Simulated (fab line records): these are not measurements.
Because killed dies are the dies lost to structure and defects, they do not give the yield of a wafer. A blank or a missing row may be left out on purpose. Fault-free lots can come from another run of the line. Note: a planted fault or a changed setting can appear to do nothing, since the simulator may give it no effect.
Which tool was responsible? + flow sky130 + 39 wafers from 13 lots sampled at 5 of the route's 708 steps

== WHAT THE GAUGES SHOWED, per wafer ==
SKY_FIELD_ISO_BOW_MEAS_00. Usual: INCOMING_BOW gives 0 um (standard deviation 6.3).
| lot  | measured    | on            | INCOMING_BOW (um) | flag |
|------|-------------|---------------|-------------------|------|
| L437 | day 1 10:02 | film metro-02 | 6 -5 6            |      |
| L440 | day 2 01:00 | film metro-02 | -7 8 -3           |      |
| L442 | day 2 11:01 | film metro-01 | -3 -6 -8          |      |
| L445 | day 3 02:01 | film metro-02 | 10 -5 -9          |      |
| L447 | day 3 12:01 | film metro-04 | -2 -1 -5          |      |
| L448 | day 3 17:02 | film metro-02 | -5 8 -6           |      |
| L449 | day 3 22:00 | film metro-01 | -9 6 2            |      |
| L455 | day 5 04:01 | film metro-01 | -2 4 -3           |      |
| L456 | day 5 09:00 | film metro-04 | 10 5 -1           |      |
| L457 | day 5 14:00 | film metro-01 | 8 7 -9            |      |
| L458 | day 5 19:04 | film metro-02 | 0 -4 10           |      |
| L459 | day 6 00:00 | film metro-04 | -6 -10 -3         |      |
| L460 | day 6 05:04 | film metro-01 | -7 -1 2           |      |

SKY_NWELL_RS_MEAS_29: a four-point-probe measurement. Usual: NWELL_RS gives 624.7 ohm/sq (standard deviation 1.5).
| lot  | measured     | on            | NWELL_RS (ohm/sq)                   | flag |
|------|--------------|---------------|-------------------------------------|------|
| L437 | day 5 04:19  | film metro-03 | 625.5 624.6 627.4                   |      |
| L440 | day 6 13:38  | film metro-02 | 625.8 627.1 626.7                   |      |
| L442 | day 7 11:12  | film metro-03 | 623.6 623.7 623.3                   |      |
| L445 | day 7 18:48  | film metro-02 | 622.5 623.7 623.2                   |      |
| L447 | day 8 00:14  | film metro-01 | 623.6 624.9 623.8                   |      |
| L448 | day 8 00:55  | film metro-03 | 624.3 624.4 627.1                   |      |
| L449 | day 8 16:41  | film metro-02 | 623.7 625.0 622.9                   |      |
| L455 | day 10 01:29 | film metro-02 | 624.0 623.6 624.3                   |      |
| L456 | day 10 05:22 | film metro-01 | 624.1 624.7 623.0                   |      |
| L457 | day 10 10:23 | film metro-01 | 635.6 634.3 633.1 635.1 635.3 632.6 | OFF  |
| L458 | day 11 00:08 | film metro-02 | 631.7 630.9 631.6 633.3 632.0 630.0 | OFF  |
| L459 | day 11 04:19 | film metro-01 | 620.6 622.4 622.8                   |      |
| L460 | day 11 05:41 | film metro-01 | 622.0 624.6 623.1                   |      |

SKY_VT_ADJUST_PCH_OVL_MEAS_07. Usual: VT_ADJUST_PCH_OVL gives 0.4 nm (standard deviation 1.2).
| lot  | measured     | on         | VT_ADJUST_PCH_OVL (nm) | flag |
|------|--------------|------------|------------------------|------|
| L437 | day 10 10:14 | overlay-02 | 0.2 0.9 0.0            |      |
| L440 | day 12 01:23 | overlay-02 | -1.0 0.7 1.0           |      |
| L442 | day 13 06:41 | overlay-02 | 1.9 0.0 0.7            |      |
| L445 | day 13 15:56 | overlay-02 | -0.2 -1.5 0.6          |      |
| L447 | day 13 21:38 | overlay-01 | -0.3 -0.5 -1.3         |      |
| L448 | day 13 22:59 | overlay-02 | -0.7 0.3 2.1           |      |
| L449 | day 14 21:59 | overlay-02 | -1.2 -0.2 1.2          |      |
| L455 | day 16 13:23 | overlay-02 | 0.7 1.0 0.4            |      |
| L456 | day 16 17:55 | overlay-01 | 1.0 0.6 2.2            |      |
| L457 | day 16 22:47 | overlay-01 | 1.0 3.2 1.4            |      |
| L458 | day 17 16:30 | overlay-01 | -0.2 -0.7 -0.1         |      |
| L459 | day 17 21:07 | overlay-02 | 1.4 2.7 3.4            |      |
| L460 | day 18 00:38 | overlay-01 | -0.1 1.2 -1.0          |      |

SKY_LDD_P_CD_MEAS_07 targets a cd of 380 nm. Usual: cd nm 380.6 nm, standard deviation 2.5.
| lot  | measured     | on        | cd nm (nm)        | flag |
|------|--------------|-----------|-------------------|------|
| L437 | day 19 07:25 | cd sem-01 | 380.8 383.4 378.6 |      |
| L440 | day 20 23:46 | cd sem-01 | 385.7 385.7 382.7 |      |
| L442 | day 22 13:33 | cd sem-02 | 382.6 379.9 382.5 |      |
| L445 | day 23 05:15 | cd sem-02 | 381.5 381.6 380.5 |      |
| L447 | day 23 11:57 | cd sem-01 | 377.7 375.0 380.1 |      |
| L448 | day 23 14:04 | cd sem-01 | 380.6 380.6 381.2 |      |
| L449 | day 24 08:50 | cd sem-01 | 378.2 378.4 378.4 |      |
| L455 | day 25 23:32 | cd sem-01 | 374.2 374.3 376.5 |      |
| L456 | day 26 01:13 | cd sem-02 | 383.0 382.4 382.9 |      |
| L457 | day 26 07:44 | cd sem-01 | 382.9 383.4 383.7 |      |
| L458 | day 27 03:47 | cd sem-01 | 382.5 380.5 382.7 |      |
| L459 | day 27 06:10 | cd sem-01 | 376.0 381.5 379.7 |      |
| L460 | day 27 09:20 | cd sem-02 | 380.7 379.6 379.0 |      |

== WHICH TOOL RAN EACH LOT (tool, then ch and the chambers of the sampled wafers, then the start) ==
| lot  | SKY_NWELL_IMPLANT_11            |
|------|---------------------------------|
| L437 | implanter-04 ch 0, day 4 09:55  |
| L440 | implanter-03 ch 0, day 5 17:28  |
| L442 | implanter-02 ch 0, day 6 13:54  |
| L445 | implanter-03 ch 0, day 6 22:15  |
| L447 | implanter-02 ch 0, day 7 03:18  |
| L448 | implanter-03 ch 0, day 7 04:01  |
| L449 | implanter-03 ch 0, day 7 20:13  |
| L455 | implanter-03 ch 0, day 9 02:33  |
| L456 | implanter-02 ch 0, day 9 05:10  |
| L457 | implanter-03 ch 0, day 9 11:43  |
| L458 | implanter-03 ch 0, day 9 23:56  |
| L459 | implanter-02 ch 0, day 10 03:46 |
| L460 | implanter-02 ch 0, day 10 05:27 |
- SKY_NWELL_IMPLANT_11

== WHAT THE TOOLS THEMSELVES READ (means of the sampled wafers that have a number; where no wafer has one, the mark that the record gives instead) ==
SKY_NWELL_IMPLANT_11. Usual: beam energy keV 399.99, standard deviation 0.1; faraday current uA 107.2, standard deviation 2.2.
| lot  | tool         | beam energy keV | faraday current uA | flag |
|------|--------------|-----------------|--------------------|------|
| L437 | implanter-04 | 399.97          | 110.2              |      |
| L440 | implanter-03 | 400.00          | 107.8              |      |
| L442 | implanter-02 | 400.12          | 106.4              |      |
| L445 | implanter-03 | 399.92          | 105.7              |      |
| L447 | implanter-02 | 400.02          | 104.1              |      |
| L448 | implanter-03 | 399.97          | 107.1              |      |
| L449 | implanter-03 | 399.84          | 108.4              |      |
| L455 | implanter-03 | 400.03          | 107.7              |      |
| L456 | implanter-02 | 399.92          | 106.8              |      |
| L457 | implanter-03 | 380.96          | 105.0              | OFF  |
| L458 | implanter-03 | 380.96          | 105.5              | OFF  |
| L459 | implanter-02 | 400.09          | 108.6              |      |
| L460 | implanter-02 | 399.95          | 108.2              |      |

== THE ANSWER, worked out from the rows above alone ==
Rule: a lot counts as off when the mean over its wafers that have a number is more than 3 standard deviations away from the usual mean. A lot without any number at a reading at which 4 lots or more have one is off too. The other lots that the step has rows for count as sound. After the gauges, taken in route order, come the tools' own readings; for these a lot's mean is taken, as printed above. The first step at which some lot is off is used, and at that step the reading that is off furthest; a lot without a number counts as furthest.
Off: L457, L458, seen at SKY_NWELL_RS_MEAS_29 (NWELL_RS).
A tool fits if, at a process step before that reading, it ran every lot that is off, and no sound lot after the first of them. Not tried: the gauges at SKY_NWELL_RS_MEAS_29; whatever is off there is also off at SKY_NWELL_IMPLANT_11, on other tools, and gauge error can't account for it. One fits: implanter-03 at SKY_NWELL_IMPLANT_11. A fault onset in the window from L455 (day 9 02:33, its last sound lot) to L457 (day 9 11:43, its first lot off) fits.
The tool's own readings at SKY_NWELL_IMPLANT_11 bear it out: on the lots that are off they differ by more than 5 times the standard deviation of the sound lots' means. beam energy keV reads 380.96 there against 399.98 on the sound lots.

== WHAT THE SIMULATOR PUT IN ==
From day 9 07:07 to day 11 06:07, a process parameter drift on implanter-03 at SKY_NWELL_IMPLANT_11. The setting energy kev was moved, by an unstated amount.
Lots struck among those shown: L457, L458. Same finding as the rule above.
